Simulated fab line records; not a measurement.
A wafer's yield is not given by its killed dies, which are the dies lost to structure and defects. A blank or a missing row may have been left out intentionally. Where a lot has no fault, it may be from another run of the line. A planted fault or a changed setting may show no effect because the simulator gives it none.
Which tool did it? :: flow gf180mcu :: 72 wafers from 24 lots sampled at 5 of the route's 602 steps

## WHAT THE GAUGES READ, wafer by wafer
GF_MVPSD_TW_MEAS_11. Usual: MVPSD_TW 559, standard deviation 3.7.
lot: L074
measured: day 5 00:58
on: film metro-03
MVPSD_TW: 561 559 560
flag: 

lot: L075
measured: day 5 09:01
on: film metro-04
MVPSD_TW: 559 559 559
flag: 

lot: L076
measured: day 5 12:08
on: film metro-03
MVPSD_TW: 562 561 559
flag: 

lot: L077
measured: day 5 18:15
on: film metro-03
MVPSD_TW: 559 562 560
flag: 

lot: L078
measured: day 5 23:46
on: film metro-04
MVPSD_TW: 560 560 561
flag: 

lot: L079
measured: day 6 07:00
on: film metro-04
MVPSD_TW: 560 563 558
flag: 

lot: L080
measured: day 6 13:02
on: film metro-03
MVPSD_TW: 558 555 557
flag: 

lot: L081
measured: day 6 19:23
on: film metro-04
MVPSD_TW: 566 566 564
flag: 

lot: L082
measured: day 7 00:49
on: film metro-04
MVPSD_TW: 563 561 567
flag: 

lot: L083
measured: day 7 07:08
on: film metro-04
MVPSD_TW: 564 561 564
flag: 

lot: L084
measured: day 7 13:03
on: film metro-04
MVPSD_TW: 566 563 563
flag: 

lot: L085
measured: day 7 16:54
on: film metro-02
MVPSD_TW: 555 554 556
flag: 

lot: L086
measured: day 8 01:02
on: film metro-03
MVPSD_TW: 556 559 562
flag: 

lot: L087
measured: day 8 05:11
on: film metro-02
MVPSD_TW: 550 555 553
flag: 

lot: L088
measured: day 8 14:35
on: film metro-03
MVPSD_TW: 562 560 559
flag: 

lot: L089
measured: day 8 18:37
on: film metro-02
MVPSD_TW: 552 554 549
flag: 

lot: L090
measured: day 9 01:13
on: film metro-03
MVPSD_TW: 557 561 559
flag: 

lot: L091
measured: day 9 05:44
on: film metro-03
MVPSD_TW: 558 562 558
flag: 

lot: L092
measured: day 9 12:43
on: film metro-04
MVPSD_TW: 560 559 564
flag: 

lot: L093
measured: day 9 16:52
on: film metro-04
MVPSD_TW: 561 562 562
flag: 

lot: L094
measured: day 10 00:38
on: film metro-02
MVPSD_TW: 556 557 555
flag: 

lot: L095
measured: day 10 06:02
on: film metro-02
MVPSD_TW: 555 554 555
flag: 

lot: L096
measured: day 10 11:08
on: film metro-03
MVPSD_TW: 555 555 554
flag: 

lot: L097
measured: day 10 16:55
on: film metro-02
MVPSD_TW: 556 556 556
flag: 

GF_V2_THK_MEAS_01. Usual: V2_CVD_00_THK 601 nm, standard deviation 4.5.
lot: L074
measured: day 19 05:28
on: film metro-03
V2_CVD_00_THK (nm): 603 605 606
flag: 

lot: L075
measured: day 19 21:54
on: film metro-03
V2_CVD_00_THK (nm): 603 596 593
flag: 

lot: L076
measured: day 20 01:04
on: film metro-04
V2_CVD_00_THK (nm): 609 597 607
flag: 

lot: L077
measured: day 20 08:48
on: film metro-04
V2_CVD_00_THK (nm): 599 609 607
flag: 

lot: L078
measured: day 20 18:16
on: film metro-02
V2_CVD_00_THK (nm): 603 602 603
flag: 

lot: L079
measured: day 21 08:26
on: film metro-03
V2_CVD_00_THK (nm): 597 592 596
flag: 

lot: L080
measured: day 21 16:31
on: film metro-02
V2_CVD_00_THK (nm): 597 598 607
flag: 

lot: L081
measured: day 22 02:16
on: film metro-04
V2_CVD_00_THK (nm): 601 600 598
flag: 

lot: L082
measured: day 22 10:03
on: film metro-03
V2_CVD_00_THK (nm): 592 601 604
flag: 

lot: L083
measured: day 22 16:21
on: film metro-03
V2_CVD_00_THK (nm): 599 600 603
flag: 

lot: L084
measured: day 23 07:57
on: film metro-03
V2_CVD_00_THK (nm): 602 602 605
flag: 

lot: L085
measured: day 23 10:58
on: film metro-02
V2_CVD_00_THK (nm): 593 597 593
flag: 

lot: L086
measured: day 23 22:29
on: film metro-02
V2_CVD_00_THK (nm): 597 605 601
flag: 

lot: L087
measured: day 24 00:17
on: film metro-03
V2_CVD_00_THK (nm): 599 601 599
flag: 

lot: L088
measured: day 24 14:49
on: film metro-02
V2_CVD_00_THK (nm): 601 597 602
flag: 

lot: L089
measured: day 24 19:23
on: film metro-04
V2_CVD_00_THK (nm): 605 592 602
flag: 

lot: L090
measured: day 25 03:31
on: film metro-03
V2_CVD_00_THK (nm): 604 605 611
flag: 

lot: L091
measured: day 25 08:47
on: film metro-02
V2_CVD_00_THK (nm): 600 600 600
flag: 

lot: L092
measured: day 25 19:05
on: film metro-03
V2_CVD_00_THK (nm): 607 609 604
flag: 

lot: L093
measured: day 26 00:44
on: film metro-02
V2_CVD_00_THK (nm): 598 596 594
flag: 

lot: L094
measured: day 26 08:02
on: film metro-03
V2_CVD_00_THK (nm): 605 597 599
flag: 

lot: L095
measured: day 26 13:01
on: film metro-04
V2_CVD_00_THK (nm): 601 602 605
flag: 

lot: L096
measured: day 26 20:50
on: film metro-04
V2_CVD_00_THK (nm): 604 605 602
flag: 

lot: L097
measured: day 27 02:00
on: film metro-02
V2_CVD_00_THK (nm): 602 597 598
flag: 

GF_V4_RS_MEAS_24: measurement is done with a four-point probe. Usual: V4_W_RS 0.3276 ohm/sq, standard deviation 0.0029.
lot: L074
measured: day 24 12:59
on: film metro-02
V4_W_RS (ohm/sq): 0.3251 0.3249 0.3266
flag: 

lot: L075
measured: day 25 02:44
on: film metro-02
V4_W_RS (ohm/sq): 0.3278 0.3210 0.3237
flag: 

lot: L076
measured: day 25 06:40
on: film metro-04
V4_W_RS (ohm/sq): 0.3251 0.3219 0.3230
flag: 

lot: L077
measured: day 25 13:11
on: film metro-03
V4_W_RS (ohm/sq): 0.3287 0.3283 0.3281
flag: 

lot: L078
measured: day 25 19:41
on: film metro-03
V4_W_RS (ohm/sq): 0.3272 0.3260 0.3257
flag: 

lot: L079
measured: day 26 09:28
on: film metro-04
V4_W_RS (ohm/sq): 0.3240 0.3237 0.3217
flag: 

lot: L080
measured: day 26 15:44
on: film metro-04
V4_W_RS (ohm/sq): 0.3261 0.3287 0.3222
flag: 

lot: L081
measured: day 27 01:47
on: film metro-04
V4_W_RS (ohm/sq): 0.3304 0.3223 0.3268
flag: 

lot: L082
measured: day 27 07:36
on: film metro-04
V4_W_RS (ohm/sq): 0.3320 0.3272 0.3263
flag: 

lot: L083
measured: day 27 14:03
on: film metro-04
V4_W_RS (ohm/sq): 0.3240 0.3303 0.3280
flag: 

lot: L084
measured: day 28 02:44
on: film metro-03
V4_W_RS (ohm/sq): 0.3279 0.3327 0.3268
flag: 

lot: L085
measured: day 28 04:31
on: film metro-04
V4_W_RS (ohm/sq): 0.3288 0.3251 0.3295
flag: 

lot: L086
measured: day 28 14:31
on: film metro-03
V4_W_RS (ohm/sq): 0.3287 0.3259 0.3215
flag: 

lot: L087
measured: day 28 16:14
on: film metro-03
V4_W_RS (ohm/sq): 0.3339 0.3331 0.3339
flag: 

lot: L088
measured: day 29 05:32
on: film metro-02
V4_W_RS (ohm/sq): 0.3290 0.3340 0.3301
flag: 

lot: L089
measured: day 29 10:10
on: film metro-03
V4_W_RS (ohm/sq): 0.3291 0.3313 0.3299
flag: 

lot: L090
measured: day 29 15:34
on: film metro-04
V4_W_RS (ohm/sq): 0.3335 0.3248 0.3275
flag: 

lot: L091
measured: day 29 21:23
on: film metro-04
V4_W_RS (ohm/sq): 0.3273 0.3260 0.3287
flag: 

lot: L092
measured: day 30 06:34
on: film metro-03
V4_W_RS (ohm/sq): 0.3262 0.3277 0.3270
flag: 

lot: L093
measured: day 30 10:56
on: film metro-02
V4_W_RS (ohm/sq): 0.3264 0.3278 0.3272
flag: 

lot: L094
measured: day 30 16:47
on: film metro-03
V4_W_RS (ohm/sq): 0.3279 0.3278 0.3282
flag: 

lot: L095
measured: day 30 22:14
on: film metro-04
V4_W_RS (ohm/sq): 0.3280 0.3324 0.3323
flag: 

lot: L096
measured: day 31 02:59
on: film metro-02
V4_W_RS (ohm/sq): 0.3290 0.3334 0.3300
flag: 

lot: L097
measured: day 31 09:11
on: film metro-04
V4_W_RS (ohm/sq): 0.3298 0.3306 0.3235
flag: 

## WHICH TOOL RAN EACH LOT (tool, then ch and the chambers of the sampled wafers, then the start)
lot: L074
GF_M2_SPUTTER_02: pvd sputter-04, day 18 04:44
GF_M3_SPUTTER_04: pvd sputter-02, day 20 08:47

lot: L075
GF_M2_SPUTTER_02: pvd sputter-01, day 18 20:28
GF_M3_SPUTTER_04: pvd sputter-02, day 21 00:38

lot: L076
GF_M2_SPUTTER_02: pvd sputter-01, day 18 23:43
GF_M3_SPUTTER_04: pvd sputter-01, day 21 04:00

lot: L077
GF_M2_SPUTTER_02: pvd sputter-01, day 19 07:45
GF_M3_SPUTTER_04: pvd sputter-02, day 21 11:51

lot: L078
GF_M2_SPUTTER_02: pvd sputter-02, day 19 16:25
GF_M3_SPUTTER_04: pvd sputter-02, day 21 20:32

lot: L079
GF_M2_SPUTTER_02: pvd sputter-02, day 20 07:08
GF_M3_SPUTTER_04: pvd sputter-02, day 22 10:47

lot: L080
GF_M2_SPUTTER_02: pvd sputter-01, day 20 15:29
GF_M3_SPUTTER_04: pvd sputter-03, day 22 18:05

lot: L081
GF_M2_SPUTTER_02: pvd sputter-02, day 21 01:05
GF_M3_SPUTTER_04: pvd sputter-01, day 23 04:02

lot: L082
GF_M2_SPUTTER_02: pvd sputter-01, day 21 09:17
GF_M3_SPUTTER_04: pvd sputter-01, day 23 12:25

lot: L083
GF_M2_SPUTTER_02: pvd sputter-01, day 21 15:48
GF_M3_SPUTTER_04: pvd sputter-01, day 23 19:59

lot: L084
GF_M2_SPUTTER_02: pvd sputter-02, day 22 07:56
GF_M3_SPUTTER_04: pvd sputter-01, day 24 09:15

lot: L085
GF_M2_SPUTTER_02: pvd sputter-01, day 22 10:26
GF_M3_SPUTTER_04: pvd sputter-01, day 24 11:27

lot: L086
GF_M2_SPUTTER_02: pvd sputter-02, day 22 22:48
GF_M3_SPUTTER_04: pvd sputter-02, day 24 23:02

lot: L087
GF_M2_SPUTTER_02: pvd sputter-02, day 23 00:46
GF_M3_SPUTTER_04: pvd sputter-01, day 25 00:29

lot: L088
GF_M2_SPUTTER_02: pvd sputter-01, day 23 14:49
GF_M3_SPUTTER_04: pvd sputter-01, day 25 14:44

lot: L089
GF_M2_SPUTTER_02: pvd sputter-01, day 23 20:47
GF_M3_SPUTTER_04: pvd sputter-01, day 25 19:32

lot: L090
GF_M2_SPUTTER_02: pvd sputter-02, day 24 04:37
GF_M3_SPUTTER_04: pvd sputter-02, day 26 03:13

lot: L091
GF_M2_SPUTTER_02: pvd sputter-02, day 24 09:49
GF_M3_SPUTTER_04: pvd sputter-01, day 26 08:16

lot: L092
GF_M2_SPUTTER_02: pvd sputter-02, day 24 20:49
GF_M3_SPUTTER_04: pvd sputter-02, day 26 18:21

lot: L093
GF_M2_SPUTTER_02: pvd sputter-02, day 25 02:14
GF_M3_SPUTTER_04: pvd sputter-01, day 26 23:34

lot: L094
GF_M2_SPUTTER_02: pvd sputter-02, day 25 10:05
GF_M3_SPUTTER_04: pvd sputter-02, day 27 06:56

lot: L095
GF_M2_SPUTTER_02: pvd sputter-02, day 25 15:15
GF_M3_SPUTTER_04: pvd sputter-03, day 27 12:16

lot: L096
GF_M2_SPUTTER_02: pvd sputter-04, day 25 22:57
GF_M3_SPUTTER_04: pvd sputter-03, day 27 18:44

lot: L097
GF_M2_SPUTTER_02: pvd sputter-04, day 26 04:04
GF_M3_SPUTTER_04: pvd sputter-01, day 28 00:11
- GF_M2_SPUTTER_02: material AlCu, target thk 450 nm, time 23.9 s.
- GF_M3_SPUTTER_04: material TiN, target thk 50 nm, time 41.7 s.

## WHAT THE TOOLS THEMSELVES READ (means of the sampled wafers that have a number; where no wafer has one, the mark that the record gives instead)
GF_M2_SPUTTER_02. Usual: throttle valve pct at 29.2 %, with a standard deviation of 0.81.
lot: L074
tool: pvd sputter-04
throttle valve pct (%): 29.7
flag: 

lot: L075
tool: pvd sputter-01
throttle valve pct (%): 28.5
flag: 

lot: L076
tool: pvd sputter-01
throttle valve pct (%): 29.0
flag: 

lot: L077
tool: pvd sputter-01
throttle valve pct (%): 29.1
flag: 

lot: L078
tool: pvd sputter-02
throttle valve pct (%): 29.8
flag: 

lot: L079
tool: pvd sputter-02
throttle valve pct (%): 29.2
flag: 

lot: L080
tool: pvd sputter-01
throttle valve pct (%): 29.2
flag: 

lot: L081
tool: pvd sputter-02
throttle valve pct (%): 29.9
flag: 

lot: L082
tool: pvd sputter-01
throttle valve pct (%): 28.8
flag: 

lot: L083
tool: pvd sputter-01
throttle valve pct (%): 29.1
flag: 

lot: L084
tool: pvd sputter-02
throttle valve pct (%): 29.2
flag: 

lot: L085
tool: pvd sputter-01
throttle valve pct (%): 28.5
flag: 

lot: L086
tool: pvd sputter-02
throttle valve pct (%): 29.3
flag: 

lot: L087
tool: pvd sputter-02
throttle valve pct (%): 29.3
flag: 

lot: L088
tool: pvd sputter-01
throttle valve pct (%): 29.0
flag: 

lot: L089
tool: pvd sputter-01
throttle valve pct (%): 28.2
flag: 

lot: L090
tool: pvd sputter-02
throttle valve pct (%): 29.9
flag: 

lot: L091
tool: pvd sputter-02
throttle valve pct (%): 29.2
flag: 

lot: L092
tool: pvd sputter-02
throttle valve pct (%): 29.9
flag: 

lot: L093
tool: pvd sputter-02
throttle valve pct (%): 29.9
flag: 

lot: L094
tool: pvd sputter-02
throttle valve pct (%): 29.8
flag: 

lot: L095
tool: pvd sputter-02
throttle valve pct (%): 29.7
flag: 

lot: L096
tool: pvd sputter-04
throttle valve pct (%): 30.2
flag: 

lot: L097
tool: pvd sputter-04
throttle valve pct (%): 29.8
flag: 

GF_M3_SPUTTER_04. Usual: throttle valve pct at 29.1 %, with a standard deviation of 0.87.
lot: L074
tool: pvd sputter-02
throttle valve pct (%): 29.3
flag: 

lot: L075
tool: pvd sputter-02
throttle valve pct (%): 30.0
flag: 

lot: L076
tool: pvd sputter-01
throttle valve pct (%): 29.0
flag: 

lot: L077
tool: pvd sputter-02
throttle valve pct (%): 29.2
flag: 

lot: L078
tool: pvd sputter-02
throttle valve pct (%): 28.8
flag: 

lot: L079
tool: pvd sputter-02
throttle valve pct (%): 29.2
flag: 

lot: L080
tool: pvd sputter-03
throttle valve pct (%): 30.1
flag: 

lot: L081
tool: pvd sputter-01
throttle valve pct (%): 28.8
flag: 

lot: L082
tool: pvd sputter-01
throttle valve pct (%): 29.1
flag: 

lot: L083
tool: pvd sputter-01
throttle valve pct (%): 28.5
flag: 

lot: L084
tool: pvd sputter-01
throttle valve pct (%): 28.6
flag: 

lot: L085
tool: pvd sputter-01
throttle valve pct (%): 28.9
flag: 

lot: L086
tool: pvd sputter-02
throttle valve pct (%): 29.8
flag: 

lot: L087
tool: pvd sputter-01
throttle valve pct (%): 28.6
flag: 

lot: L088
tool: pvd sputter-01
throttle valve pct (%): 29.2
flag: 

lot: L089
tool: pvd sputter-01
throttle valve pct (%): 28.1
flag: 

lot: L090
tool: pvd sputter-02
throttle valve pct (%): 29.3
flag: 

lot: L091
tool: pvd sputter-01
throttle valve pct (%): 28.9
flag: 

lot: L092
tool: pvd sputter-02
throttle valve pct (%): 28.6
flag: 

lot: L093
tool: pvd sputter-01
throttle valve pct (%): 28.6
flag: 

lot: L094
tool: pvd sputter-02
throttle valve pct (%): 29.8
flag: 

lot: L095
tool: pvd sputter-03
throttle valve pct (%): 30.8
flag: 

lot: L096
tool: pvd sputter-03
throttle valve pct (%): 30.9
flag: 

lot: L097
tool: pvd sputter-01
throttle valve pct (%): 28.5
flag: 

## THE ANSWER, worked out from the rows above alone
Rule: a lot counts as off when the mean over its wafers that have a number is more than 3 standard deviations away from the usual mean. Also off: a lot with no number at a reading for which 4 or more lots have one. The other lots that the step has rows for count as sound. The gauges are gone through in route order, then the tools' own readings, and for those a lot's mean is taken as printed above. At the first step where some lot is off, the reading lying furthest off is the one used; lots without a number count as furthest.
No lot is off at any reading shown: from this, nothing can be told.

## WHAT WAS PUT IN BY THE SIMULATOR
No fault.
